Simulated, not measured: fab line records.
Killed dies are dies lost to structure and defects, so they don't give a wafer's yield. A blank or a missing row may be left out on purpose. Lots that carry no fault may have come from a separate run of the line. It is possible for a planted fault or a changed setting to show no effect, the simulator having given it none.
A struck lot beside a sound one ; flow gf180mcu ; 15 steps out of a route of 602
Sound: these wafers, L564.3, L564.5, L564.6. Struck: wafers L580.2, L580.3, L580.6. The cause is given at the end.
Order at every step that has rows: each side's tool, ch and its chambers, its first start. Under that, the readings that differ: sound wafers ; struck wafers ; difference of the means ; sigmas: that difference in standard deviations of wafers without a fault.
alike: readings with means less than 2 such deviations apart, plus words and numbers identical on both sides. not compared: withheld readings, readings lacking a value on some wafer, bounds such as >300 that could conceal the same value, and numbers that have no deviation in the record and whose values overlap.
The two part at a step that has a row with sigmas, a row that says differs or no value, or rows on one side only. Non-overlapping numbers with no deviation appear without sigmas and do not part them. Lack of a reading on every wafer of one side parts them only where that side has two or more wafers.

first, 5 steps without rows for these wafers: GF_V1_COAT_09 (resist thk 1000 nm); GF_V1_SOFTBAKE_10 (time 60 s); GF_V1_EXPOSE_11 (exposes mask Via1, target cd 260 nm); GF_V1_PEB_12 (peb time 90 s); GF_V1_DEVELOP_13 (develop time 60 s).
GF_V1_CD_MEAS_14: target cd 260 nm.
  struck on cd_sem-02, day 24 22:44; sound on cd_sem-02, day 18 15:00
  alike: cd_nm
GF_V1_OVL_MEAS_15:
  struck on overlay-02, day 24 22:50; sound on overlay-02, day 18 15:05
  alike: V1_OVL
GF_V1_ETCH_16: etches BARC in N2/H2.
  sound on rie_diel-01 ch 0,1,2, day 18 15:07; struck on rie_diel-03 ch 0,1,3, day 24 22:52
  alike: drypump_motor_current_A, oes_product_au, throttle_valve_pct
GF_V1_ETCH_17: etches SiO2 in C4F8/O2/Ar, stops on TiN, target depth 630 nm.
  sound: rie_diel-01 ch 0,1,2; struck: rie_diel-03 ch 0,1,3
  alike: oes_product_au
GF_V1_STRIP_18: strips in O2/N2.
  sound on plasma_asher-03 ch 0,1, day 18 15:17; struck on plasma_asher-01 ch 0,1, day 24 22:59
  alike: drypump_motor_current_A, heater_power_w, oes_product_au
  not compared: rf_hours_counter_h
then, 2 steps without rows for these wafers: GF_V1_STRIP_19 (strips in post etch residue remover, time 1200 s); GF_V1_CLEAN_20 (cleans in DIW).
GF_V1_SPUTTER_21: material Ti, target thk 15 nm, time 80.02 s.
  struck on pvd_sputter-01, day 24 23:34; sound on pvd_sputter-01, day 18 15:47
reading;sound;struck;difference;sigmas
model.Ti_of_V1_SPUTTER_21.thk_nm (nm);14.99 14.91 14.98;15.66 15.64 15.67;+0.70;
  alike: throttle_valve_pct
GF_V1_SPUTTER_22: material TiN, target thk 10 nm, time 40 s.
  struck on pvd_sputter-01, day 24 23:37; sound on pvd_sputter-01, day 18 15:50
  alike: throttle_valve_pct
GF_PASSIVATION_PROBE_99:
  the record has rows for the sound wafers here (prober-01, day 29 12:54) and none for the struck ones

WHERE THEY PART
Only at GF_PASSIVATION_PROBE_99, within this record.

WHY: what had been put in by the simulator
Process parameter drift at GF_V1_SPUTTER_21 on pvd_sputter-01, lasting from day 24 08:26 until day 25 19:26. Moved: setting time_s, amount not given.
